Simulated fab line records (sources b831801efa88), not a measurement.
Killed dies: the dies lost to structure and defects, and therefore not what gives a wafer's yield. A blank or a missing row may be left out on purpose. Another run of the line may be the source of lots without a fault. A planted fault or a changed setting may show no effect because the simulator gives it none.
What tool caused it?    flow sky130    10 lots with 30 wafers sampled at 5 steps, on a route of 708 steps

== WHAT THE GAUGES SHOWED, per wafer ==
SKY_CAP2M_THK_MEAS_04: measures by xrf.
lot   measured      on             CAP2M_TIN_THK (nm)
L712  day 39 12:07  film_metro-04  197.1 202.5 199.4
L714  day 40 02:27  film_metro-04  198.9 197.9 196.8
L718  day 41 09:37  film_metro-04  198.6 196.7 195.8
L719  day 41 20:59  film_metro-02  200.7 199.7 196.2
L720  day 42 14:59  film_metro-02  197.6 194.9 199.0
L724  day 43 14:13  film_metro-04  203.5 203.3 198.8
L725  day 43 14:16  film_metro-02  198.2 195.8 197.3
L726  day 43 17:45  film_metro-02  202.4 199.9 201.5
L730  day 45 03:27  film_metro-02  199.6 200.0 198.1
L733  day 45 12:30  film_metro-02  198.4 199.3 198.0

SKY_METAL4_CD_MEAS_13: target cd 300 nm.
lot   measured      on         cd_nm (nm)
L712  day 41 11:59  cd_sem-01  300.6 299.4 301.6
L714  day 42 02:45  cd_sem-01  297.0 297.7 299.0
L718  day 43 08:55  cd_sem-01  298.8 299.2 298.4
L719  day 43 19:52  cd_sem-02  300.5 300.6 301.5
L720  day 44 12:19  cd_sem-01  298.4 300.8 299.6
L724  day 45 10:39  cd_sem-02  298.7 298.6 298.8
L725  day 45 11:45  cd_sem-01  302.0 302.2 302.0
L726  day 45 12:44  cd_sem-01  300.8 301.2 300.3
L730  day 46 20:47  cd_sem-02  298.5 300.1 300.1
L733  day 47 04:44  cd_sem-01  298.1 297.2 298.4

SKY_VIA4_RS_MEAS_19: measures by four-point-probe.
lot   measured      on             VIA4_W_RS (ohm/sq)
L712  day 42 14:10  film_metro-01  0.233 0.231 0.227
L714  day 43 04:09  film_metro-01  0.229 0.223 0.224
L718  day 44 09:21  film_metro-01  0.230 0.227 0.226
L719  day 44 20:53  film_metro-03  0.230 0.227 0.228
L720  day 45 13:09  film_metro-03  0.223 0.224 0.226
L724  day 46 09:02  film_metro-03  0.228 0.228 0.229
L725  day 46 10:02  film_metro-04  0.228 0.223 0.225
L726  day 46 12:02  film_metro-03  0.301 0.298 0.228
L730  day 47 19:15  film_metro-04  0.222 0.221 0.231
L733  day 48 02:38  film_metro-04  0.301 0.231 0.301

SKY_VIA4_THK_MEAS_20: measures by xrf.
lot   measured      on             VIA4_W_THK (nm)
L712  day 42 14:17  film_metro-01  494 498 509
L714  day 43 04:15  film_metro-01  500 511 512
L718  day 44 09:28  film_metro-01  499 504 507
L719  day 44 21:01  film_metro-03  496 504 504
L720  day 45 13:16  film_metro-03  506 504 497
L724  day 46 09:09  film_metro-03  502 500 495
L725  day 46 10:08  film_metro-04  497 503 503
L726  day 46 12:09  film_metro-03  377 383 499
L730  day 47 19:22  film_metro-04  511 514 490
L733  day 48 02:44  film_metro-04  377 490 379

== WHAT TOOL EACH LOT RAN ON (gives the tool, then ch and the chambers of the sampled wafers, and finally the start) ==
lot   SKY_VIA4_CVD_18
L712  cvd_w-02 ch 0,1, day 42 14:00
L714  cvd_w-02 ch 0,1, day 43 04:01
L718  cvd_w-02 ch 0,1, day 44 09:12
L719  cvd_w-02 ch 0,1, day 44 20:44
L720  cvd_w-02 ch 1, day 45 13:00
L724  cvd_w-02 ch 1, day 46 08:52
L725  cvd_w-02 ch 0,1, day 46 09:54
L726  cvd_w-02 ch 0,1, day 46 11:52
L730  cvd_w-01 ch 0,1, day 47 19:04
L733  cvd_w-02 ch 0,1, day 48 02:28
- SKY_VIA4_CVD_18: deposits W, target thk 505 nm, time 152.14 s.

== WHAT THE TOOLS THEMSELVES READ (means of the sampled wafers that have a number; where no wafer has one, the mark that the record gives instead) ==
SKY_VIA4_CVD_18.
lot   tool      heater_power_outer_w (W)  heater_power_w (W)  susceptor_temp_C (C)
L712  cvd_w-02  513                       824                 400.13
L714  cvd_w-02  515                       816                 400.12
L718  cvd_w-02  518                       811                 400.00
L719  cvd_w-02  512                       816                 400.31
L720  cvd_w-02  543                       818                 400.02
L724  cvd_w-02  536                       833                 400.18
L725  cvd_w-02  515                       826                 400.03
L726  cvd_w-02  484                       767                 389.85
L730  cvd_w-01  527                       832                 399.93
L733  cvd_w-02  481                       772                 389.71

== THE ANSWER, worked out from the rows above alone ==
Rule: the lots themselves supply what counts as usual. The widest of any qualifying gaps counts: lots, ordered by their means at a reading, are off when they make up no more than a third of the lots, leave a main group of 4 or more, and stand apart from it by 3 or more times the standard deviation of that group's means. A main group whose means are all the same, to the digits that the tables above print for the reading, isn't used. Also off: a lot with no number at a reading for which 4 or more lots have one. The other lots that the step has rows for count as sound. After the gauges, taken in route order, come the tools' own readings; for these a lot's mean is taken, as printed above. The first step at which some lot is off is used, and at that step the reading that is off furthest; a lot without a number counts as furthest.
Off: L726, L733, seen at SKY_VIA4_RS_MEAS_19 (VIA4_W_RS). The main group: mean 0.227 ohm/sq, standard deviation 0.002.
If a tool, at a process step before that reading, ran all the lots that are off and no sound lot after the first of them, it fits. The gauges at SKY_VIA4_RS_MEAS_19 aren't tried: what is off there is off at SKY_VIA4_CVD_18 too, on other tools, and a gauge's error can't cause that. One fits: cvd_w-02 at SKY_VIA4_CVD_18. Its last sound lot is L725 (day 46 09:54), its first lot that is off L726 (day 46 11:52): a fault that began between those two fits.
The tool's own readings at SKY_VIA4_CVD_18 bear it out: on the lots that are off they differ by more than 5 times the standard deviation of the sound lots' means. heater_power_w reads 770 W there against 822 W on the sound lots; susceptor_temp_C reads 389.78 C there against 400.09 C on the sound lots.

== WHAT THE SIMULATOR HAD INSERTED ==
cvd_w-02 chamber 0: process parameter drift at SKY_VIA4_CVD_18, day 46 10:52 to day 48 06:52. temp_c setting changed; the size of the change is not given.
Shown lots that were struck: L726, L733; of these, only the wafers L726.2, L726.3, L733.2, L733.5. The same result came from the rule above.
